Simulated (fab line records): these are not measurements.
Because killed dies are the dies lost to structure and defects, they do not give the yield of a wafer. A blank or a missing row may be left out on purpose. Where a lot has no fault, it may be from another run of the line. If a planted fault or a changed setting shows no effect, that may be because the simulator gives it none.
What tool caused it? + flow gf180mcu + 72 wafers from 24 lots sampled at 6 of the route's 602 steps

## WHAT THE GAUGES READ, wafer by wafer
GF_M4_OVL_MEAS_15.
| lot  | measured     | on         | M4_OVL (nm) |
|------|--------------|------------|-------------|
| L074 | day 23 07:35 | overlay-02 | 14 7 17     |
| L075 | day 23 14:37 | overlay-01 | 7 5 0       |
| L076 | day 23 21:28 | overlay-02 | -4 -4 0     |
| L077 | day 24 09:46 | overlay-02 | 7 7 5       |
| L078 | day 24 17:26 | overlay-02 | 9 6 9       |
| L079 | day 25 04:12 | overlay-02 | 10 12 7     |
| L080 | day 25 13:20 | overlay-01 | -2 7 -3     |
| L081 | day 26 00:15 | overlay-01 | -2 4 -3     |
| L083 | day 26 09:44 | overlay-02 | 14 8 15     |
| L082 | day 26 13:41 | overlay-01 | -1 3 1      |
| L084 | day 27 06:18 | overlay-02 | 8 8 5       |
| L085 | day 27 15:24 | overlay-02 | 13 6 3      |
| L086 | day 27 16:52 | overlay-01 | 14 12 10    |
| L087 | day 28 01:03 | overlay-01 | 1 0 -1      |
| L088 | day 28 08:20 | overlay-02 | 7 8 10      |
| L089 | day 28 17:04 | overlay-02 | 4 0 2       |
| L090 | day 28 21:53 | overlay-02 | 3 0 4       |
| L091 | day 28 22:32 | overlay-02 | 10 13 10    |
| L092 | day 29 07:34 | overlay-01 | 4 4 4       |
| L093 | day 29 10:18 | overlay-02 | 4 3 11      |
| L094 | day 29 22:57 | overlay-02 | -3 -12 -2   |
| L095 | day 30 01:06 | overlay-01 | 8 -2 7      |
| L096 | day 30 05:05 | overlay-01 | 6 11 2      |
| L097 | day 30 11:25 | overlay-01 | 9 6 0       |

GF_V4_BOW_MEAS_05.
| lot  | measured     | on           | V4_BOW (um) |
|------|--------------|--------------|-------------|
| L074 | day 23 08:56 | filmMetro-03 | 134 142 142 |
| L075 | day 23 15:53 | filmMetro-03 | 140 134 130 |
| L076 | day 23 22:44 | filmMetro-01 | 132 143 128 |
| L077 | day 24 11:02 | filmMetro-01 | 134 117 129 |
| L078 | day 24 18:43 | filmMetro-03 | 120 127 122 |
| L079 | day 25 05:27 | filmMetro-03 | 140 140 130 |
| L080 | day 25 14:35 | filmMetro-04 | 130 133 127 |
| L081 | day 26 01:34 | filmMetro-04 | 129 149 131 |
| L083 | day 26 10:58 | filmMetro-04 | 142 151 147 |
| L082 | day 26 14:57 | filmMetro-03 | 130 133 131 |
| L084 | day 27 07:32 | filmMetro-04 | 127 126 120 |
| L085 | day 27 16:59 | filmMetro-04 | 113 116 126 |
| L086 | day 27 18:08 | filmMetro-04 | 140 130 153 |
| L087 | day 28 02:17 | filmMetro-01 | 125 124 120 |
| L088 | day 28 09:37 | filmMetro-04 | 135 140 143 |
| L089 | day 28 18:19 | filmMetro-03 | 130 143 128 |
| L090 | day 28 23:11 | filmMetro-01 | 130 120 132 |
| L091 | day 28 23:50 | filmMetro-04 | 127 124 139 |
| L092 | day 29 08:49 | filmMetro-01 | 161 148 153 |
| L093 | day 29 11:32 | filmMetro-03 | 119 122 111 |
| L094 | day 30 00:14 | filmMetro-04 | 126 133 129 |
| L095 | day 30 02:28 | filmMetro-01 | 143 135 139 |
| L096 | day 30 06:23 | filmMetro-03 | 123 119 121 |
| L097 | day 30 12:43 | filmMetro-04 | 145 157 158 |

## TOOL THAT RAN EACH LOT (tool first, then ch and the chambers of the sampled wafers, then the start)
| lot  | GF_V3_CVD_23                 | GF_M4_SPUTTER_00            | GF_M4_STRIP_17                      | GF_V4_CMP_04                  |
|------|------------------------------|-----------------------------|-------------------------------------|-------------------------------|
| L074 | cvdW-02 ch 0,1, day 22 07:08 | pvdSputter-02, day 22 07:43 | plasmaAsher-04 ch 0,1, day 23 07:50 | cmp-02 ch 0,2,3, day 23 08:44 |
| L075 | cvdW-02 ch 0,1, day 22 15:09 | pvdSputter-01, day 22 15:42 | plasmaAsher-02 ch 0,1, day 23 14:47 | cmp-02 ch 0,2,3, day 23 15:42 |
| L076 | cvdW-02 ch 0,1, day 22 21:41 | pvdSputter-04, day 22 22:16 | plasmaAsher-04 ch 0,1, day 23 21:36 | cmp-01 ch 0,1,3, day 23 22:31 |
| L077 | cvdW-02 ch 0,1, day 23 09:53 | pvdSputter-02, day 23 10:26 | plasmaAsher-04 ch 0,1, day 24 09:56 | cmp-02 ch 0,1,2, day 24 10:47 |
| L078 | cvdW-02 ch 0,1, day 23 19:12 | pvdSputter-04, day 23 19:47 | plasmaAsher-04 ch 0,1, day 24 17:35 | cmp-02 ch 1,2, day 24 18:25   |
| L079 | cvdW-01 ch 0,1, day 24 05:41 | pvdSputter-04, day 24 06:16 | plasmaAsher-04 ch 0,1, day 25 04:21 | cmp-01 ch 0,1,2, day 25 05:09 |
| L080 | cvdW-01 ch 0,1, day 24 14:37 | pvdSputter-04, day 24 15:12 | plasmaAsher-04 ch 0,1, day 25 13:29 | cmp-02 ch 0,2,3, day 25 14:17 |
| L081 | cvdW-01 ch 0,1, day 25 01:30 | pvdSputter-04, day 25 02:05 | plasmaAsher-02 ch 0,1, day 26 00:24 | cmp-01 ch 0,1,3, day 26 01:22 |
| L083 | cvdW-01 ch 0,1, day 25 11:12 | pvdSputter-02, day 25 11:47 | plasmaAsher-03 ch 0,1, day 26 09:53 | cmp-01 ch 2,3, day 26 10:40   |
| L082 | cvdW-01 ch 0,1, day 25 15:36 | pvdSputter-02, day 25 16:11 | plasmaAsher-02 ch 0,1, day 26 13:50 | cmp-02 ch 0,1, day 26 14:38   |
| L084 | cvdW-01 ch 0,1, day 26 08:14 | pvdSputter-01, day 26 08:49 | plasmaAsher-03 ch 0,1, day 27 06:27 | cmp-01 ch 1,2,3, day 27 07:20 |
| L085 | cvdW-02 ch 0,1, day 26 18:15 | pvdSputter-02, day 26 18:55 | plasmaAsher-02 ch 0,1, day 27 15:33 | cmp-02 ch 1,2,3, day 27 16:41 |
| L086 | cvdW-02 ch 0,1, day 26 20:02 | pvdSputter-04, day 26 20:35 | plasmaAsher-04 ch 0,1, day 27 17:02 | cmp-02 ch 0,1,3, day 27 17:53 |
| L087 | cvdW-02 ch 0,1, day 27 04:30 | pvdSputter-04, day 27 05:05 | plasmaAsher-04 ch 0,1, day 28 01:12 | cmp-02 ch 0,1,2, day 28 01:59 |
| L088 | cvdW-01 ch 0,1, day 27 11:49 | pvdSputter-02, day 27 12:24 | plasmaAsher-03 ch 0,1, day 28 08:29 | cmp-02 ch 1,2,3, day 28 09:19 |
| L089 | cvdW-01 ch 0,1, day 27 21:09 | pvdSputter-04, day 27 21:44 | plasmaAsher-04 ch 0, day 28 17:12   | cmp-01 ch 0,1,2, day 28 18:03 |
| L090 | cvdW-01 ch 0,1, day 28 01:43 | pvdSputter-01, day 28 02:19 | plasmaAsher-02 ch 0,1, day 28 22:02 | cmp-01 ch 1,3, day 28 22:52   |
| L091 | cvdW-02 ch 0,1, day 28 02:38 | pvdSputter-04, day 28 03:14 | plasmaAsher-04 ch 0,1, day 28 22:41 | cmp-01 ch 2,3, day 28 23:31   |
| L092 | cvdW-01 ch 0,1, day 28 11:14 | pvdSputter-01, day 28 11:50 | plasmaAsher-04 ch 0, day 29 07:42   | cmp-02 ch 1,3, day 29 08:29   |
| L093 | cvdW-02 ch 0,1, day 28 13:49 | pvdSputter-01, day 28 14:24 | plasmaAsher-03 ch 0,1, day 29 10:27 | cmp-01 ch 0,1,3, day 29 11:17 |
| L094 | cvdW-02 ch 0,1, day 29 03:44 | pvdSputter-01, day 29 04:19 | plasmaAsher-02 ch 0,1, day 29 23:06 | cmp-02 ch 1,2, day 29 23:56   |
| L095 | cvdW-01 ch 1, day 29 05:19   | pvdSputter-02, day 29 06:01 | plasmaAsher-02 ch 0,1, day 30 01:15 | cmp-01 ch 0,1,2, day 30 02:16 |
| L096 | cvdW-01 ch 1, day 29 09:53   | pvdSputter-04, day 29 10:33 | plasmaAsher-02 ch 0, day 30 05:14   | cmp-01 ch 0,3, day 30 06:04   |
| L097 | cvdW-02 ch 0,1, day 29 16:33 | pvdSputter-01, day 29 17:08 | plasmaAsher-02 ch 0,1, day 30 11:34 | cmp-01 ch 0,2, day 30 12:26   |
- GF_V3_CVD_23: deposits W, target thk 350 nm, time 104.9 s.
- GF_M4_SPUTTER_00: material Ti, target thk 37.5 nm, time 150 s.
- GF_M4_STRIP_17: strips in O2/N2.
- GF_V4_CMP_04: polishes SiO2.

## WHAT THE TOOLS THEMSELVES READ (means of the sampled wafers that have a number; where no wafer has one, the mark that the record gives instead)
GF_V3_CVD_23.
| lot  | tool    | heaterPowerW (W) |
|------|---------|------------------|
| L074 | cvdW-02 | 775              |
| L075 | cvdW-02 | 871              |
| L076 | cvdW-02 | 874              |
| L077 | cvdW-02 | 870              |
| L078 | cvdW-02 | 784              |
| L079 | cvdW-01 | 821              |
| L080 | cvdW-01 | 819              |
| L081 | cvdW-01 | 819              |
| L083 | cvdW-01 | 822              |
| L082 | cvdW-01 | 822              |
| L084 | cvdW-01 | 839              |
| L085 | cvdW-02 | 869              |
| L086 | cvdW-02 | 883              |
| L087 | cvdW-02 | 869              |
| L088 | cvdW-01 | 814              |
| L089 | cvdW-01 | 853              |
| L090 | cvdW-01 | 838              |
| L091 | cvdW-02 | 793              |
| L092 | cvdW-01 | 847              |
| L093 | cvdW-02 | 779              |
| L094 | cvdW-02 | 781              |
| L095 | cvdW-01 | 805              |
| L096 | cvdW-01 | 793              |
| L097 | cvdW-02 | 860              |

GF_M4_SPUTTER_00.
| lot  | tool          | substrateTempC (C) | throttleValvePct (%) |
|------|---------------|--------------------|----------------------|
| L074 | pvdSputter-02 | 199.94             | 31.3                 |
| L075 | pvdSputter-01 | 200.14             | 30.0                 |
| L076 | pvdSputter-04 | 200.07             | 29.4                 |
| L077 | pvdSputter-02 | 200.00             | 31.3                 |
| L078 | pvdSputter-04 | 200.04             | 29.7                 |
| L079 | pvdSputter-04 | 199.90             | 30.2                 |
| L080 | pvdSputter-04 | 199.94             | 30.2                 |
| L081 | pvdSputter-04 | 200.03             | 29.9                 |
| L083 | pvdSputter-02 | 199.96             | 31.4                 |
| L082 | pvdSputter-02 | 200.07             | 30.6                 |
| L084 | pvdSputter-01 | 199.94             | 30.7                 |
| L085 | pvdSputter-02 | 199.77             | 30.0                 |
| L086 | pvdSputter-04 | 200.23             | 30.4                 |
| L087 | pvdSputter-04 | 199.94             | 29.6                 |
| L088 | pvdSputter-02 | 199.89             | 30.5                 |
| L089 | pvdSputter-04 | 199.95             | 29.6                 |
| L090 | pvdSputter-01 | 199.93             | 30.5                 |
| L091 | pvdSputter-04 | 199.96             | 29.9                 |
| L092 | pvdSputter-01 | 200.05             | 30.0                 |
| L093 | pvdSputter-01 | 200.18             | 30.0                 |
| L094 | pvdSputter-01 | 199.94             | 30.7                 |
| L095 | pvdSputter-02 | 200.05             | 30.9                 |
| L096 | pvdSputter-04 | 199.81             | 30.0                 |
| L097 | pvdSputter-01 | 200.03             | 30.0                 |

GF_M4_STRIP_17.
| lot  | tool           | drypumpMotorCurrentA (A) | heaterPowerW (W) | oesProductAu (a.u.) | stripTimeToEndpointS (s) |
|------|----------------|--------------------------|------------------|---------------------|--------------------------|
| L074 | plasmaAsher-04 | 5.6                      | 312              | 0.561               | 7.85                     |
| L075 | plasmaAsher-02 | 5.6                      | 416              | 0.551               | 7.79                     |
| L076 | plasmaAsher-04 | 5.6                      | 310              | 0.551               | 7.79                     |
| L077 | plasmaAsher-04 | 5.3                      | 310              | 0.560               | 7.90                     |
| L078 | plasmaAsher-04 | 5.6                      | 314              | 0.557               | 7.93                     |
| L079 | plasmaAsher-04 | 5.3                      | 308              | 0.556               | 7.89                     |
| L080 | plasmaAsher-04 | 5.3                      | 310              | 0.558               | 7.88                     |
| L081 | plasmaAsher-02 | 5.6                      | 411              | 0.558               | 7.86                     |
| L083 | plasmaAsher-03 | 5.6                      | 359              | 0.559               | 7.84                     |
| L082 | plasmaAsher-02 | 5.5                      | 404              | 0.559               | 7.93                     |
| L084 | plasmaAsher-03 | 5.6                      | 359              | 0.560               | 7.92                     |
| L085 | plasmaAsher-02 | 5.5                      | 410              | 0.555               | 7.89                     |
| L086 | plasmaAsher-04 | 5.3                      | 304              | 0.558               | 7.82                     |
| L087 | plasmaAsher-04 | 5.3                      | 308              | 0.557               | 7.80                     |
| L088 | plasmaAsher-03 | 5.6                      | 358              | 0.556               | 7.86                     |
| L089 | plasmaAsher-04 | 5.9                      | 311              | 0.558               | 7.90                     |
| L090 | plasmaAsher-02 | 5.5                      | 408              | 0.555               | 7.83                     |
| L091 | plasmaAsher-04 | 5.6                      | 307              | 0.559               | 7.85                     |
| L092 | plasmaAsher-04 | 5.9                      | 316              | 0.553               | 7.82                     |
| L093 | plasmaAsher-03 | 5.8                      | 339              | 0.560               | 7.88                     |
| L094 | plasmaAsher-02 | 5.5                      | 407              | 0.555               | 7.83                     |
| L095 | plasmaAsher-02 | 5.5                      | 407              | 0.551               | 7.78                     |
| L096 | plasmaAsher-02 | 5.4                      | 389              | 0.555               | 7.82                     |
| L097 | plasmaAsher-02 | 5.5                      | 411              | 0.558               | 7.94                     |

GF_V4_CMP_04.
| lot  | tool   | edgeZonePressureFrac | motorCurrentA (A) | retainingRingPressureFrac | timeToEndpointS (s) |
|------|--------|----------------------|-------------------|---------------------------|---------------------|
| L074 | cmp-02 | 0.997                | 13.6              | 1.002                     | 79                  |
| L075 | cmp-02 | 0.999                | 13.5              | 1.000                     | 82                  |
| L076 | cmp-01 | 1.009                | 11.9              | 1.005                     | 78                  |
| L077 | cmp-02 | 0.997                | 13.3              | 1.002                     | 84                  |
| L078 | cmp-02 | 1.002                | 13.4              | 0.995                     | 83                  |
| L079 | cmp-01 | 1.000                | 11.3              | 1.001                     | 78                  |
| L080 | cmp-02 | 0.997                | 13.5              | 0.994                     | 75                  |
| L081 | cmp-01 | 1.000                | 12.0              | 1.002                     | 81                  |
| L083 | cmp-01 | 1.001                | 11.8              | 0.997                     | 78                  |
| L082 | cmp-02 | 1.001                | 13.0              | 1.004                     | 78                  |
| L084 | cmp-01 | 1.003                | 12.0              | 1.002                     | 82                  |
| L085 | cmp-02 | 0.997                | 13.6              | 1.002                     | 80                  |
| L086 | cmp-02 | 1.000                | 13.7              | 1.001                     | 80                  |
| L087 | cmp-02 | 1.004                | 13.2              | 0.995                     | 79                  |
| L088 | cmp-02 | 1.004                | 13.0              | 1.001                     | 83                  |
| L089 | cmp-01 | 1.002                | 11.3              | 1.002                     | 82                  |
| L090 | cmp-01 | 0.997                | 12.2              | 1.000                     | 83                  |
| L091 | cmp-01 | 1.000                | 12.2              | 1.004                     | 81                  |
| L092 | cmp-02 | 1.000                | 13.7              | 1.001                     | 79                  |
| L093 | cmp-01 | 0.996                | 12.0              | 0.998                     | 84                  |
| L094 | cmp-02 | 1.001                | 13.3              | 1.000                     | 82                  |
| L095 | cmp-01 | 1.004                | 11.4              | 0.998                     | 79                  |
| L096 | cmp-01 | 1.001                | 11.8              | 1.004                     | 87                  |
| L097 | cmp-01 | 1.000                | 11.4              | 1.002                     | 85                  |

## THE ANSWER, worked out from the rows above alone
Rule: the lots themselves supply what counts as usual. Put in order of their means at a reading, lots are off if they are a third of the lots or fewer, leave a main group of 4 or more, and stand apart from it by a gap of 3 or more times the standard deviation of the main group's means; of several such gaps the widest counts. A main group whose means are all the same, to the digits that the tables above print for the reading, isn't used. A lot without any number at a reading at which 4 lots or more have one is off too. Where the step has rows for the other lots, those lots are counted as sound. First the gauges in route order, then the tools' own readings, where a lot's mean is used as printed above. The first step at which some lot is off is used, and at that step the reading that is off furthest; a lot without a number counts as furthest.
No lot is off on any of the readings shown, so nothing can be concluded from this.

## WHAT WAS PUT IN BY THE SIMULATOR
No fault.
